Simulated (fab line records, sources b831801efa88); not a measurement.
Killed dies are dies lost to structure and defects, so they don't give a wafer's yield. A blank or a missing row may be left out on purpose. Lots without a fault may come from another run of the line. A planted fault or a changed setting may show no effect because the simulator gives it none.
Which tool did it? | flow sky130 | 6 lots, 18 wafers sampled, at 3 steps of a route of 708

WHAT THE GAUGES READ, wafer by wafer
SKY_VIA1_RS_MEAS_22: measures by four-point-probe.
lot  | measured     | on            | VIA1_W_RS (ohm/sq)
L499 | day 35 15:42 | film_metro-02 | 0.436 0.428 0.433
L501 | day 35 22:22 | film_metro-03 | 0.426 0.428 0.430
L503 | day 36 12:57 | film_metro-01 | 0.427 0.419 0.419
L505 | day 37 07:25 | film_metro-03 | 0.426 0.425 0.420
L510 | day 38 13:52 | film_metro-01 | 0.423 0.422 0.421
L517 | day 40 20:54 | film_metro-03 | 0.430 0.437 0.433

WHICH TOOL RAN EACH LOT (tool, then ch and the chambers of the sampled wafers, then the start)
lot  | SKY_FIELD_ISO_WET_ETCH_18      | SKY_VIA1_SPUTTER_20
L499 | wet_bench-02 ch 0, day 2 22:10 | pvd_sputter-02, day 35 15:33
L501 | wet_bench-01 ch 3, day 3 09:25 | pvd_sputter-04, day 35 22:13
L503 | wet_bench-02 ch 2, day 3 19:06 | pvd_sputter-04, day 36 12:48
L505 | wet_bench-01 ch 2, day 4 06:23 | pvd_sputter-04, day 37 07:09
L510 | wet_bench-01 ch 0, day 5 06:58 | pvd_sputter-02, day 38 13:42
L517 | wet_bench-01 ch 0, day 6 21:43 | pvd_sputter-02, day 40 20:43
- SKY_FIELD_ISO_WET_ETCH_18: etches Si3N4 in H3PO4, target depth 25 nm, time 286 s.
- SKY_VIA1_SPUTTER_20: material TiN, target thk 20 nm, time 80 s.

THE ANSWER, worked out from the rows above alone
Rule: what is usual is taken from the lots themselves. Put in order of their means at a reading, lots are off if they are a third of the lots or fewer, leave a main group of 4 or more, and stand apart from it by a gap of 3 or more times the standard deviation of the main group's means; of several such gaps the widest counts. A main group whose means are all the same, to the digits that the tables above print for the reading, isn't used. A lot without any number at a reading at which 4 lots or more have one is off too. The other lots that the step has rows for count as sound.
No lot is off at any reading shown: from this, nothing can be told.

WHAT THE SIMULATOR HAD PUT IN
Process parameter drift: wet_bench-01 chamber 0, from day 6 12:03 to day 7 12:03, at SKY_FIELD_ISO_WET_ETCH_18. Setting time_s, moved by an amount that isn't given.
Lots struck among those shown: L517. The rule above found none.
